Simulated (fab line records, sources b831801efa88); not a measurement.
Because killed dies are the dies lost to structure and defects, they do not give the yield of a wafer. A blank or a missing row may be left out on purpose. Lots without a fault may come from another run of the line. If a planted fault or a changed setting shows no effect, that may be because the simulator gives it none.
Struck lot and sound lot, side by side ; flow sky130 ; 15 steps out of a route of 708
Sound: these wafers, L274.3, L274.5, L274.6. Wafers L279.1, L279.3, L279.4 were the ones struck. At the end, the cause is stated.
Each step with rows lists, per side, the tool, then ch with its chambers, then its first start. Under that, the readings that differ: sound wafers ; struck wafers ; difference of the means ; sigmas: that difference in standard deviations of wafers without a fault.
alike: readings whose means differ by less than 2 such deviations, and words and numbers that are the same on both sides. not compared: withheld readings, readings that some wafer has no value for, bounds like >300 that may hide the same value, and numbers for which the record gives no deviation and whose values overlap.
Wherever a step has rows on one side only, a row that says differs or no value, or a row with sigmas, the two part there. Non-overlapping numbers with no deviation appear without sigmas and do not part them. A reading that every wafer of one side lacks parts them only if that side has two wafers or more.

first, 4 steps without rows for these wafers: SKY_CONTACT_STRIP_19 (strips in O2/N2); SKY_CONTACT_STRIP_20 (strips in post etch residue remover, time 1200 s); SKY_CONTACT_CLEAN_21 (cleans in IPA, time 180 s); SKY_CONTACT_CLEAN_22 (cleans in O3/DIW).
SKY_CONTACT_SPUTTER_23: material TiN, target thk 20 nm, time 80 s.
  sound on pvd sputter-03, day 35 01:04; struck on pvd sputter-01, day 36 23:43
  alike: chamber pressure pa, throttle valve pct
SKY_CONTACT_CVD_24: deposits W, target thk 340 nm, time 102.12 s.
  sound on cvd w-02 ch 0,1, day 35 01:10; struck on cvd w-02 ch 0, day 36 23:47
  alike: heater power w
SKY_CONTACT_RS_MEAS_25: uses a four-point probe to measure.
  sound on film metro-03, day 35 01:17; struck on film metro-01, day 37 00:00
  alike: CONTACT_W_RS
SKY_CONTACT_THK_MEAS_26: measures by xrf.
  sound on film metro-03, day 35 01:23; struck on film metro-01, day 37 00:07
  alike: CONTACT_W_THK
then, 2 steps without rows for these wafers: SKY_CONTACT_CMP_27 (polishes, stops on SiO2, t overpolish 15.41 s, target thk 0 nm); SKY_METAL1_SPUTTER_00 (material Ti, target thk 15 nm, time 10 s).
SKY_METAL1_SPUTTER_01: material TiN, target thk 20 nm, time 16.7 s.
  sound on pvd sputter-04, day 35 01:44; struck on pvd sputter-04, day 37 00:30
  alike: chamber pressure pa, throttle valve pct
SKY_METAL1_SPUTTER_02: material AlCu, target thk 250 nm, time 13.3 s.
  sound on pvd sputter-04, day 35 01:46; struck on pvd sputter-04, day 37 00:32
  alike: chamber pressure pa, throttle valve pct
SKY_METAL1_SPUTTER_03: material Ti, target thk 5 nm, time 3.3 s.
  sound on pvd sputter-04, day 35 01:47; struck on pvd sputter-04, day 37 00:33
reading;sound;struck;difference;sigmas
chamber pressure pa (Pa);0.4005 0.3996 0.4003;0.4587 0.4604 0.4587;+0.0591;+70
  alike: throttle valve pct
SKY_METAL1_SPUTTER_04: material TiN, target thk 70 nm, time 58.3 s.
  sound on pvd sputter-04, day 35 01:49; struck on pvd sputter-04, day 37 00:34
  alike: chamber pressure pa, throttle valve pct
-- the record jumps here: 13 days lie between the struck wafers' starts before and after (it left off in module METAL1 and takes up again in module PAD_OPEN, whose first step shown is number 708 of the route) --
SKY_PAD_OPEN_PROBE_99:
  sound on prober-01, day 48 08:46; struck on prober-02, day 49 18:25
  alike: defect limited yield, killed_at_M0_to_M3, killed_at_M4_up, killed at contacts, killed at front end, killed at other, killed dies, killed open, killed short, sort_bin_3_pad_short, sort_bin_5_function, sort_bin_6_memory, sort n pass, sort yield pct

== WHERE THEY PART ==
SKY_METAL1_SPUTTER_03 only, going by this record. Later steps at which nothing parts them and some readings are alike: SKY_METAL1_SPUTTER_04, SKY_PAD_OPEN_PROBE_99.

WHY: the cause the simulator had injected
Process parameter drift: pvd sputter-04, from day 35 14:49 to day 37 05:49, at SKY_METAL1_SPUTTER_03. A move of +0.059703 in setting chamber pressure pa, from 0.4. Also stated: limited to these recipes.
